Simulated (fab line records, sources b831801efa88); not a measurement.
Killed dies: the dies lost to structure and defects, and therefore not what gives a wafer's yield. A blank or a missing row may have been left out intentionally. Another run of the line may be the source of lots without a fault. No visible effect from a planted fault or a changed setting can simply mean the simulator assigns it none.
Struck lot and sound lot, side by side -- flow sky130 -- 31 out of 708 route steps
Sound: wafers L743.2, L743.3, L743.4. Wafers struck: L754.3, L754.4, L754.5. Last of all comes the cause.
For every step that has rows: the tool of each side, followed by ch and its chambers, followed by its first start. Under that, the readings that differ: sound wafers -- struck wafers -- difference of the means -- sigmas: that difference in standard deviations of wafers without a fault.
alike: readings with means less than 2 such deviations apart, plus words and numbers identical on both sides. not compared: withheld readings, readings lacking a value on some wafer, bounds such as >300 that could conceal the same value, and numbers that have no deviation in the record and whose values overlap.
Wherever a step has rows on one side only, a row that says differs or no value, or a row with sigmas, the two part there. When numbers do not overlap yet have no deviation, they are printed without sigmas and do not part them. A reading missing from all wafers of one side parts the sides only when that side holds two or more wafers.

SKY_PWDE_OVL_MEAS_07:
  sound on overlay-01 at day 4 23:16; struck on overlay-02 at day 7 12:26
  alike: PWDE_OVL
following that, these wafers have no rows for 1 step: SKY_PWDE_IMPLANT_08.
SKY_PWDE_STRIP_09: strips in O2/N2.
  sound on plasma_asher-02 ch 0,1, day 4 23:27; struck on plasma_asher-01 ch 0,1, day 7 12:38
  alike: chamber_pressure_mTorr, drypump_motor_current_A, o2_flow_sccm, oes_product_au, strip_time_to_endpoint_s
  not compared: rf_hours_counter_h
SKY_PWDE_TW_MEAS_10:
  sound on film_metro-01 at day 4 23:34; struck on film_metro-04 at day 7 12:43
reading,sound,struck,difference,sigmas
PWDE_TW,376.4 375.9 375.4,372.7 371.2 371.6,-4.1,-2
then, 7 steps without rows for these wafers: SKY_NWELL_DEHYDRATE_03 (time 60 s); SKY_NWELL_HMDS_04 (prime time 60 s); SKY_NWELL_COAT_05 (resist thk 3000 nm); SKY_NWELL_SOFTBAKE_06; SKY_NWELL_EXPOSE_07 (exposes mask NWM, target cd 840 nm); SKY_NWELL_PEB_08; SKY_NWELL_DEVELOP_09 (develop time 60 s).
SKY_NWELL_OVL_MEAS_10:
  sound on overlay-01 at day 5 16:34; struck on overlay-02 at day 8 09:11
  alike: NWELL_00_OVL
SKY_NWELL_IMPLANT_11:
  sound on implanter-03 ch 0, day 5 16:38; struck on implanter-01 ch 0, day 8 09:15
reading,sound,struck,difference,sigmas
beam_on_s (s),9.91 9.88 10.04,7.59 7.81 7.78,-2.22,-12
faraday_current_uA,107.7 108.1 106.7,141.5 137.3 138.0,+31.4,+16
then, 2 steps without rows for these wafers: SKY_NWELL_IMPLANT_12; SKY_NWELL_IMPLANT_13.
SKY_NWELL_STRIP_14: strips in O2/N2.
  sound on plasma_asher-04 ch 0,1, day 5 17:03; struck on plasma_asher-04 ch 0,1, day 8 09:41
  alike: chamber_pressure_mTorr, drypump_motor_current_A, o2_flow_sccm, oes_product_au, strip_time_to_endpoint_s
  not compared: rf_hours_counter_h
SKY_NWELL_TW_MEAS_15:
  sound on film_metro-03 at day 5 17:10; struck on film_metro-03 at day 8 10:00
reading,sound,struck,difference,sigmas
NWELL_TW,1836 1826 1826,1683 1684 1685,-145,-18
  not compared: hold
then, 6 steps without rows for these wafers: SKY_NWELL_HMDS_17 (prime time 60 s); SKY_NWELL_COAT_18 (resist thk 3000 nm); SKY_NWELL_SOFTBAKE_19; SKY_NWELL_EXPOSE_20 (exposes mask NWM COMPLEMENT, target cd 840 nm); SKY_NWELL_PEB_21; SKY_NWELL_DEVELOP_22 (develop time 57.51 s).
SKY_NWELL_OVL_MEAS_23:
  sound on overlay-02 at day 6 11:07; struck on overlay-01 at day 9 06:38
  alike: NWELL_01_OVL
following that, these wafers have no rows for 1 step: SKY_NWELL_IMPLANT_24.
SKY_NWELL_STRIP_25: strips in O2/N2.
  sound on plasma_asher-03 ch 0,1, day 6 11:18; struck on plasma_asher-04 ch 0,1, day 9 06:50
  alike: chamber_pressure_mTorr, drypump_motor_current_A, o2_flow_sccm, oes_product_au, strip_time_to_endpoint_s
  not compared: rf_hours_counter_h
SKY_NWELL_TW_MEAS_26:
  sound on film_metro-03 at day 6 11:25; struck on film_metro-03 at day 9 06:55
  alike: NWELL_2_TW
then, 1 step without rows for these wafers: SKY_NWELL_CLEAN_27 (cleans in SC1/SC2, time 150 s).
SKY_NWELL_RTA_28: time 30 s.
  sound on rtp_anneal-01 ch 0, day 6 11:32; struck on rtp_anneal-02 ch 0, day 9 07:03
  alike: lamp_power_pct, ramp_up_c_per_s, wafer_temp_C_max
SKY_NWELL_RS_MEAS_29: a four-point-probe measurement.
  sound on film_metro-04 at day 6 11:38; struck on film_metro-01 at day 9 07:31
reading,sound,struck,difference,sigmas
NWELL_RS (ohm/sq),624.1 623.3 623.4,719.2 718.8 718.9,+95.4,+60
  not compared: hold
SKY_PAD_OPEN_PROBE_99:
  sound wafers here have rows in the record (prober-02, day 46 22:25); struck ones have none

## WHERE THEY PART
Last at SKY_PAD_OPEN_PROBE_99 as far as this record goes, first at SKY_PWDE_TW_MEAS_10.

WHY: what had been put in by the simulator
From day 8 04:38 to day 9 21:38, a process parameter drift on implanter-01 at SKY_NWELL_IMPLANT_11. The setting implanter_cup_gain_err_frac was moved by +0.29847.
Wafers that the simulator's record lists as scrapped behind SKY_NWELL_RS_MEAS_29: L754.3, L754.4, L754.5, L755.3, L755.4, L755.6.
